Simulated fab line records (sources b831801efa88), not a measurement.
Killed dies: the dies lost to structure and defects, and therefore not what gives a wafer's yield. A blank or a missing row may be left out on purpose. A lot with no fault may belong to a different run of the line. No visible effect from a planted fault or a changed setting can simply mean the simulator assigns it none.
fab line records -- flow sky130
[record] lots = 15, wafers = 45, last-day = 50
route steps=708 shown NWELL@81 VT_ADJUST_HVTR@141 SONOS_ONO@185 POLY_GATE@236
lots untouched by any fault: they come from a run of this same line in which no faults occurred
start-h: hours from the record's opening day to when the first of the lot's shown wafers began -- wait-h: how many hours have passed since the lot's step before this one -- " same as the row above -- L1.1+2: one row covering several wafers at once -- - value missing, or start not given -- * or withheld: withheld -- < > ~ a bound
route shown NAME@n: NAME is a module with steps in the file, n the number in the route of the first one -- usual: the fault-free wafers' mean and standard deviation -- same: alike in all rows -- chamber/n: place in a boat -- sites: per-site readings -- _std_site: standard deviation across them -- _edge_site: mean of outer sites minus mean of inner sites -- radius-mm: for every site, how far away it sits from the centre of the wafer -- mask NAME#n: copy n -- behind: the tool/chamber that last shaped the wafer -- hold: why the lot was held/for how many hours/how that ended -- device: names the non-switching transistor (n, p or np) -- end of line: the route-end tests of the same wafers -- where a step has no rows: the recipe by itself -- killed: at the first sort, the dies lost to defects and structure; wafer yield is something else -- map: a wafer's dies, x killed, . not, _ none there
set.NAME: the setting that was run; set.NAME@STEP: the one run at that earlier step -- model.NAME: the simulator's own value behind a step, which no gauge read
steps of the route over a sample of lots; a table a step, a row a wafer
services: the hour from which a tool's chamber was out of use, counted from the record's first day as start-h (under 0 if before that day), plus the number of hours and why
[[steps]]
[step SKY_NWELL_RTA_28]
[recipe] temp-c = 1050, time-s = 30, idle-temp-c = 650, ramp-up-c-per-s = 150, ramp-down-c-per-s = 90, ambient = N2
[usual] anneal-temp-c-max = 1054.9/0.99, chamber-o2-ppm = 2.002/0.022, lamp-power-pct = 25.31/0.057, wafer_temp_C_max = 1054.8/0.96
lot.wafer,tool,chamber,start-h,wait-h,anneal-temp-c-max,chamber-o2-ppm,lamp-power-pct,wafer_temp_C_max
L103.1,rtp-anneal-02,0,109.89,0.0,1055.8,2.006,25.28,1053.4
L103.2,rtp-anneal-02,0,109.89,0.0,1055.9,1.962,25.29,1056.6
L103.4,rtp-anneal-02,0,109.89,0.0,1054.7,2.013,25.34,1055.6
L104.1,rtp-anneal-02,0,114.79,0.0,1054.6,2.013,25.29,1054.2
L104.3,rtp-anneal-02,0,114.79,0.0,1054.4,2.005,25.34,1055.2
L104.6,rtp-anneal-02,0,114.79,0.0,1056.1,1.984,25.25,1055.4
L105.1,rtp-anneal-02,0,120.34,0.0,1054.7,2.004,25.34,1055.3
L105.5,rtp-anneal-02,0,120.34,0.0,1054.0,2.011,25.28,1055.6
L105.6,rtp-anneal-02,0,120.34,0.0,1055.2,2.014,25.17,1054.4
L106.1,rtp-anneal-02,0,127.74,0.0,1053.6,2.029,25.30,1053.6
L106.3,rtp-anneal-02,0,127.74,0.0,1054.0,2.012,25.37,1056.3
L106.6,rtp-anneal-02,0,127.74,0.0,1055.0,2.038,25.30,1054.5
L107.3,rtp-anneal-01,0,131.83,0.0,1056.2,1.982,25.31,1055.3
L107.4,rtp-anneal-01,0,131.83,0.0,1055.0,1.980,25.35,1056.6
L107.6,rtp-anneal-01,0,131.83,0.0,1056.7,1.983,25.28,1054.5
L109.2,rtp-anneal-01,0,147.35,0.0,1054.2,1.998,25.33,1053.9
L109.4,rtp-anneal-01,0,147.35,0.0,1053.4,2.013,25.31,1054.8
L109.6,rtp-anneal-01,0,147.35,0.0,1053.7,1.990,25.33,1055.6
L110.3,rtp-anneal-01,0,151.97,0.0,1054.7,2.010,25.34,1054.1
L110.4,rtp-anneal-01,0,151.97,0.0,1054.2,2.034,25.25,1054.1
L110.6,rtp-anneal-01,0,151.97,0.0,1054.8,1.986,25.38,1053.3
L111.4,rtp-anneal-01,0,162.54,0.1,1054.0,1.973,25.28,1054.8
L111.5,rtp-anneal-01,0,162.54,0.1,1054.6,2.008,25.41,1056.1
L111.6,rtp-anneal-01,0,162.54,0.1,1053.5,1.981,25.29,1055.0
L115.1,rtp-anneal-01,-,183.84,0.0,-,-,-,-
L115.2,rtp-anneal-01,-,183.84,0.0,-,-,-,-
L115.3,rtp-anneal-01,-,183.84,0.0,-,-,-,-
L116.3,rtp-anneal-01,-,185.27,0.0,-,-,-,-
L116.4,rtp-anneal-01,-,185.27,0.0,-,-,-,-
L116.5,rtp-anneal-01,-,185.27,0.0,-,-,-,-
L117.1,rtp-anneal-02,-,202.14,0.0,-,-,-,-
L117.3,rtp-anneal-02,-,202.14,0.0,-,-,-,-
L117.5,rtp-anneal-02,-,202.14,0.0,-,-,-,-
L119.3,rtp-anneal-01,0,211.22,0.0,1055.7,2.006,25.36,1055.7
L119.5,rtp-anneal-01,0,211.22,0.0,1055.2,2.005,25.31,1054.0
L119.6,rtp-anneal-01,0,211.22,0.0,1055.6,2.001,25.20,1056.0
L122.1,rtp-anneal-01,0,223.94,0.0,1053.8,2.009,25.28,1054.8
L122.4,rtp-anneal-01,0,223.94,0.0,1055.2,2.026,25.19,1056.7
L122.6,rtp-anneal-01,0,223.94,0.0,1053.3,1.986,25.22,1055.2
L123.2,rtp-anneal-02,0,232.51,0.0,1054.1,1.985,25.36,1053.8
L123.3,rtp-anneal-02,0,232.51,0.0,1054.1,1.985,25.32,1054.1
L123.6,rtp-anneal-02,0,232.51,0.0,1054.8,1.998,25.37,1054.3
L124.2,rtp-anneal-01,0,236.30,0.0,1054.2,2.039,25.31,1055.1
L124.3,rtp-anneal-01,0,236.30,0.0,1055.0,2.018,25.40,1056.7
L124.6,rtp-anneal-01,0,236.30,0.0,1055.9,2.050,25.37,1057.0
[step SKY_NWELL_RS_MEAS_29]
[recipe] thk-meas-gauge = four-point-probe
[usual] NWELL_RS = 624.5/1.3
lot.wafer,tool,chamber,start-h,wait-h,NWELL_RS[ohm/sq]
L103.1,film-metro-02,-,109.99,0.1,626.2
L103.2,film-metro-02,-,109.99,0.1,625.1
L103.4,film-metro-02,-,109.99,0.1,625.1
L104.1,film-metro-01,-,114.89,0.1,623.2
L104.3,film-metro-01,-,114.89,0.1,622.7
L104.6,film-metro-01,-,114.89,0.1,624.2
L105.1,film-metro-02,-,120.44,0.1,625.5
L105.5,film-metro-02,-,120.44,0.1,623.8
L105.6,film-metro-02,-,120.44,0.1,625.0
L106.1,film-metro-02,-,127.84,0.1,624.7
L106.3,film-metro-02,-,127.84,0.1,623.4
L106.6,film-metro-02,-,127.84,0.1,622.4
L107.3,film-metro-01,-,131.94,0.1,624.6
L107.4,film-metro-01,-,131.94,0.1,625.1
L107.6,film-metro-01,-,131.94,0.1,624.0
L109.2,film-metro-03,-,147.46,0.1,623.6
L109.4,film-metro-03,-,147.46,0.1,624.4
L109.6,film-metro-03,-,147.46,0.1,623.0
L110.3,film-metro-02,-,152.08,0.1,625.5
L110.4,film-metro-02,-,152.08,0.1,624.8
L110.6,film-metro-02,-,152.08,0.1,624.0
L111.4,film-metro-01,-,162.65,0.1,625.5
L111.5,film-metro-01,-,162.65,0.1,624.1
L111.6,film-metro-01,-,162.65,0.1,623.7
L115.1,film-metro-02,-,183.94,0.1,132.9
L115.2,film-metro-02,-,183.94,0.1,132.8
L115.3,film-metro-02,-,183.94,0.1,133.1
L116.3,film-metro-03,-,185.38,0.1,133.2
L116.4,film-metro-03,-,185.38,0.1,132.9
L116.5,film-metro-03,-,185.38,0.1,133.3
L117.1,film-metro-02,-,202.24,0.1,132.9
L117.3,film-metro-02,-,202.24,0.1,133.0
L117.5,film-metro-02,-,202.24,0.1,132.8
L119.3,film-metro-02,-,211.33,0.1,624.1
L119.5,film-metro-02,-,211.33,0.1,622.8
L119.6,film-metro-02,-,211.33,0.1,623.8
L122.1,film-metro-02,-,224.04,0.1,623.6
L122.4,film-metro-02,-,224.04,0.1,622.5
L122.6,film-metro-02,-,224.04,0.1,622.8
L123.2,film-metro-03,-,232.61,0.1,626.9
L123.3,film-metro-03,-,232.61,0.1,626.9
L123.6,film-metro-03,-,232.61,0.1,627.3
L124.2,film-metro-01,-,236.41,0.1,622.9
L124.3,film-metro-01,-,236.41,0.1,625.8
L124.6,film-metro-01,-,236.41,0.1,623.3
[step SKY_VT_ADJUST_HVTR_STRIP_10]
[recipe] chemistry = O2/N2, power-w = 1400, pressure-mtorr = 1500, platen-temp-c = withheld, o2-flow-sccm = 3000, n2-flow-sccm = 300, overash-fraction = 0.5
[usual] chamber-pressure-mTorr = 1500.2/1.3, drypump-motor-current-A = 5.4/0.35, oes-product-au = 0.716/0.0045, strip-time-to-endpoint-s = 14.18/0.039
lot.wafer,tool,chamber,start-h,wait-h,chamber-pressure-mTorr,drypump-motor-current-A,oes-product-au,rf-hours-counter-h,strip-time-to-endpoint-s
L103.1,plasma-asher-04,0,209.65,0.1,1500.1,5.6,0.722,9,14.14
L103.2,plasma-asher-04,1,209.65,0.1,1501.0,5.5,0.719,9,14.17
L103.4,plasma-asher-04,0,209.65,0.1,1500.4,5.5,0.707,-,14.12
L104.1,plasma-asher-02,1,215.54,0.1,1498.7,5.0,0.708,55,14.25
L104.3,plasma-asher-02,1,215.54,0.1,1502.4,5.0,0.714,-,14.19
L104.6,plasma-asher-02,0,215.54,0.1,1499.8,5.1,0.706,-,14.19
L105.1,plasma-asher-04,1,221.10,0.1,1502.1,5.5,0.711,10,14.13
L105.5,plasma-asher-04,1,221.10,0.1,1500.5,5.5,0.718,-,14.18
L105.6,plasma-asher-04,0,221.10,0.1,1500.9,5.6,0.718,-,14.16
L106.1,plasma-asher-02,0,230.64,0.1,1499.3,5.1,0.717,57,14.14
L106.3,plasma-asher-02,0,230.64,0.1,1500.7,5.1,0.713,-,14.18
L106.6,plasma-asher-02,1,230.64,0.1,1497.9,5.0,0.704,-,14.12
L107.3,plasma-asher-03,1,235.88,0.1,1500.1,6.4,0.718,-,14.18
L107.4,plasma-asher-03,0,235.88,0.1,1498.0,5.5,0.710,-,14.21
L107.6,plasma-asher-03,1,235.88,0.1,1502.3,6.4,0.718,-,14.19
L109.2,plasma-asher-02,0,255.20,0.1,1502.0,5.1,0.718,59,14.18
L109.4,plasma-asher-02,0,255.20,0.1,1499.2,5.1,0.713,-,14.18
L109.6,plasma-asher-02,1,255.20,0.1,1501.6,5.0,0.718,-,14.21
L110.3,plasma-asher-02,1,261.13,0.1,1501.1,5.0,0.713,-,14.19
L110.4,plasma-asher-02,0,261.13,0.1,1500.7,5.1,0.716,-,14.20
L110.6,plasma-asher-02,1,261.13,0.1,1498.1,5.0,0.716,-,14.20
L111.4,plasma-asher-04,0,275.58,0.1,1497.7,5.6,0.719,-,14.18
L111.5,plasma-asher-04,1,275.58,0.1,1498.8,5.5,0.715,-,14.19
L111.6,plasma-asher-04,0,275.58,0.1,1503.6,5.5,0.719,-,14.17
L119.3,plasma-asher-03,0,334.68,0.1,1500.6,5.5,0.718,-,14.15
L119.5,plasma-asher-03,0,334.68,0.1,1502.1,5.5,0.711,-,14.15
L119.6,plasma-asher-03,1,334.68,0.1,1500.7,6.4,0.710,-,14.17
L122.1,plasma-asher-02,1,348.99,0.1,1500.5,5.0,0.724,69,14.16
L122.4,plasma-asher-02,0,348.99,0.1,1497.4,5.1,0.715,-,14.17
L122.6,plasma-asher-02,1,348.99,0.1,1499.6,5.0,0.714,-,14.13
L123.2,plasma-asher-02,0,359.30,0.1,1500.1,5.1,0.715,70,14.19
L123.3,plasma-asher-02,1,359.30,0.1,1500.2,5.0,0.714,-,14.15
L123.6,plasma-asher-02,1,359.30,0.1,1501.3,5.0,0.713,-,14.20
L124.2,plasma-asher-02,0,366.00,0.1,1500.1,5.1,0.714,71,14.20
L124.3,plasma-asher-02,0,366.00,0.1,1502.1,5.1,0.716,-,14.17
L124.6,plasma-asher-02,1,366.00,0.1,1499.4,5.0,0.714,-,14.21
[step SKY_SONOS_ONO_STRIP_17]
[recipe] chemistry = O2/N2, power-w = 1400, pressure-mtorr = 1500, platen-temp-c = withheld, o2-flow-sccm = 3000, n2-flow-sccm = 300, overash-fraction = 0.5
[usual] chamber-pressure-mTorr = 1500.0/1.3, drypump-motor-current-A = 5.33/0.29, oes-product-au = 0.710/0.0042, strip-time-to-endpoint-s = 14.09/0.041
lot.wafer,tool,chamber,start-h,wait-h,chamber-pressure-mTorr,drypump-motor-current-A,oes-product-au,rf-hours-counter-h,strip-time-to-endpoint-s
L103.1,plasma-asher-04,1,287.10,0.0,1499.2,5.56,0.702,17,14.02
L103.2,plasma-asher-04,0,287.10,0.0,1496.4,5.54,0.705,17,14.04
L103.4,plasma-asher-04,1,287.10,0.0,1499.7,5.50,0.716,-,14.02
L104.1,plasma-asher-01,0,292.09,0.0,1501.9,5.91,0.713,58,13.97
L104.3,plasma-asher-01,0,292.09,0.0,1500.1,5.89,0.711,-,14.08
L104.6,plasma-asher-01,0,292.09,0.0,1499.3,5.89,0.709,-,14.04
L105.1,plasma-asher-04,1,299.24,0.0,1501.9,5.51,0.710,19,14.14
L105.5,plasma-asher-04,0,299.24,0.0,1501.5,5.55,0.710,-,14.12
L105.6,plasma-asher-04,1,299.24,0.0,1500.0,5.49,0.714,-,14.10
L106.1,plasma-asher-04,1,307.31,0.0,1499.8,5.51,0.712,20,14.05
L106.3,plasma-asher-04,1,307.31,0.0,1500.8,5.51,0.710,-,14.05
L106.6,plasma-asher-04,0,307.31,0.0,1499.3,5.53,0.715,-,14.03
L107.3,plasma-asher-02,1,314.24,0.0,1499.1,5.00,0.703,-,14.11
L107.4,plasma-asher-02,0,314.24,0.0,1500.9,5.11,0.711,-,14.12
L107.6,plasma-asher-02,0,314.24,0.0,1499.0,5.10,0.718,-,14.13
L109.2,plasma-asher-04,1,341.16,0.0,1500.5,5.52,0.707,23,14.10
L109.4,plasma-asher-04,0,341.16,0.0,1501.2,5.57,0.712,-,14.08
L109.6,plasma-asher-04,0,341.16,0.0,1500.2,5.56,0.720,-,14.10
L110.3,plasma-asher-01,0,343.94,0.0,1501.0,5.90,0.712,-,14.11
L110.4,plasma-asher-01,1,343.94,0.0,1499.1,5.32,0.713,-,14.12
L110.6,plasma-asher-01,1,343.94,0.0,1500.6,5.32,0.707,-,14.07
L111.4,plasma-asher-04,0,358.99,0.0,1500.3,5.56,0.709,-,14.13
L111.5,plasma-asher-04,1,358.99,0.0,1500.0,5.53,0.714,-,14.11
L111.6,plasma-asher-04,0,358.99,0.0,1497.9,5.57,0.710,-,14.12
L119.3,plasma-asher-01,1,428.44,0.0,1501.1,5.34,0.707,-,14.14
L119.5,plasma-asher-01,0,428.44,0.0,1498.7,5.90,0.705,-,14.11
L119.6,plasma-asher-01,1,428.44,0.0,1496.3,5.35,0.709,-,14.12
L122.1,plasma-asher-02,0,444.34,0.0,1500.5,5.11,0.708,1,14.14
L122.4,plasma-asher-02,1,444.34,0.0,1500.1,5.01,0.706,-,14.14
L122.6,plasma-asher-02,0,444.34,0.0,1501.1,5.10,0.711,-,14.13
L123.2,plasma-asher-02,0,452.05,0.0,1498.3,5.07,0.713,2,14.12
L123.3,plasma-asher-02,0,452.05,0.0,1498.3,5.09,0.714,-,14.14
L123.6,plasma-asher-02,0,452.05,0.0,1497.8,5.08,0.707,-,14.14
L124.2,plasma-asher-02,1,463.25,0.0,1497.6,5.02,0.714,4,14.15
L124.3,plasma-asher-02,1,463.25,0.0,1499.5,5.01,0.704,-,14.11
L124.6,plasma-asher-02,0,463.25,0.0,1499.2,5.12,0.709,-,14.12
[step SKY_POLY_GATE_CD_MEAS_22]
[usual] cd-nm = 150.1/2.5
lot.wafer,tool,chamber,start-h,wait-h,cd-nm
L103.1,cd-sem-02,-,380.77,0.1,149.7
L103.2,cd-sem-02,-,380.77,0.1,151.2
L103.4,cd-sem-02,-,380.77,0.1,150.8
L104.1,cd-sem-01,-,383.63,0.1,151.6
L104.3,cd-sem-01,-,383.63,0.1,146.8
L104.6,cd-sem-01,-,383.63,0.1,146.4
L105.1,cd-sem-02,-,395.63,0.1,150.4
L105.5,cd-sem-02,-,395.63,0.1,151.1
L105.6,cd-sem-02,-,395.63,0.1,149.7
L106.1,cd-sem-02,-,400.92,0.1,151.4
L106.3,cd-sem-02,-,400.92,0.1,149.3
L106.6,cd-sem-02,-,400.92,0.1,150.7
L107.3,cd-sem-02,-,408.22,0.1,146.4
L107.4,cd-sem-02,-,408.22,0.1,145.9
L107.6,cd-sem-02,-,408.22,0.1,150.6
L109.2,cd-sem-01,-,439.03,0.1,151.6
L109.4,cd-sem-01,-,439.03,0.1,150.4
L109.6,cd-sem-01,-,439.03,0.1,152.4
L110.3,cd-sem-01,-,441.70,0.1,148.1
L110.4,cd-sem-01,-,441.70,0.1,153.2
L110.6,cd-sem-01,-,441.70,0.1,147.6
L111.4,cd-sem-02,-,459.69,0.1,147.7
L111.5,cd-sem-02,-,459.69,0.1,150.6
L111.6,cd-sem-02,-,459.69,0.1,147.8
L119.3,cd-sem-01,-,530.34,0.1,149.2
L119.5,cd-sem-01,-,530.34,0.1,147.4
L119.6,cd-sem-01,-,530.34,0.1,150.0
L122.1,cd-sem-01,-,544.85,0.1,152.3
L122.4,cd-sem-01,-,544.85,0.1,157.1
L122.6,cd-sem-01,-,544.85,0.1,151.4
L123.2,cd-sem-01,-,553.23,0.1,153.1
L123.3,cd-sem-01,-,553.23,0.1,145.3
L123.6,cd-sem-01,-,553.23,0.1,147.4
L124.2,cd-sem-02,-,563.09,0.1,150.6
L124.3,cd-sem-02,-,563.09,0.1,149.3
L124.6,cd-sem-02,-,563.09,0.1,147.1
[[services]]
tool,chamber,start-h,hours,kind
plasma-asher-03,-,98.55,0.9,repair
plasma-asher-04,-,108.75,9.0,pm
plasma-asher-04,0,108.75,9.0,vent-cycle
plasma-asher-04,1,108.75,9.0,vent-cycle
plasma-asher-04,0,117.75,-,clean
plasma-asher-01,-,139.17,2.2,repair
plasma-asher-04,-,166.90,2.8,pm
plasma-asher-03,-,176.04,9.6,pm
plasma-asher-03,-,249.57,1.1,repair
plasma-asher-03,-,256.39,6.4,repair
plasma-asher-01,-,277.42,3.7,repair
plasma-asher-03,-,285.83,14.6,pm
plasma-asher-03,-,300.43,15.6,pm
plasma-asher-04,-,344.65,0.7,repair
plasma-asher-02,-,345.82,1.3,repair
plasma-asher-02,-,368.33,2.8,pm
plasma-asher-03,-,377.40,2.6,repair
plasma-asher-02,-,421.25,9.0,pm
plasma-asher-02,0,421.25,9.0,vent-cycle
plasma-asher-02,1,421.25,9.0,vent-cycle
plasma-asher-02,0,430.25,-,clean
plasma-asher-02,1,430.25,-,clean
plasma-asher-03,-,450.07,2.8,pm
plasma-asher-01,-,456.52,3.1,repair
[[key]]
[first-sign] step = SKY_NWELL_RTA_28, reading = tool-record, direction = missing
[effect] step = SKY_NWELL_RS_MEAS_29, reading = NWELL_RS, direction = down, sigmas = 99+, usual = 624.5, struck = 133.0
met-at SKY_NWELL_RTA_28
struck-lots L115,L116,L117
later-rows-left-out L115.1,L115.2,L115.3,L116.3,L116.4,L116.5,L117.1,L117.3,L117.5
sort-left-out L115.1,L115.2,L115.3,L116.3,L116.4,L116.5,L117.1,L117.3,L117.5
tester-left-out L115,L116,L117
not-acting-at SKY_VT_ADJUST_HVTR_STRIP_10,SKY_SONOS_ONO_STRIP_17,SKY_POLY_GATE_CD_MEAS_22
onset-between 162.54 183.84
[fault] kind = skipped-step-whole, tool = rtp-anneal-01,rtp-anneal-02, chamber = -, onset-h = 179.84, steps = SKY_NWELL_RTA_28, scope = struck-lots-only
// tester-left-out: of these lots the tester's yield and bins aren't shown, on N5 and GAA mostly nor the transistor test; their killed dies are dies lost to structure and defects alone, not to doping, threshold or leakage, so they don't give the yield
// sort-left-out: the simulated sort isn't trusted on such a fault, so these wafers' sort isn't shown, and their yield isn't known
// later-rows-left-out: the simulator's readings of these wafers behind a module that went badly wrong aren't trusted and aren't shown, but for the sort
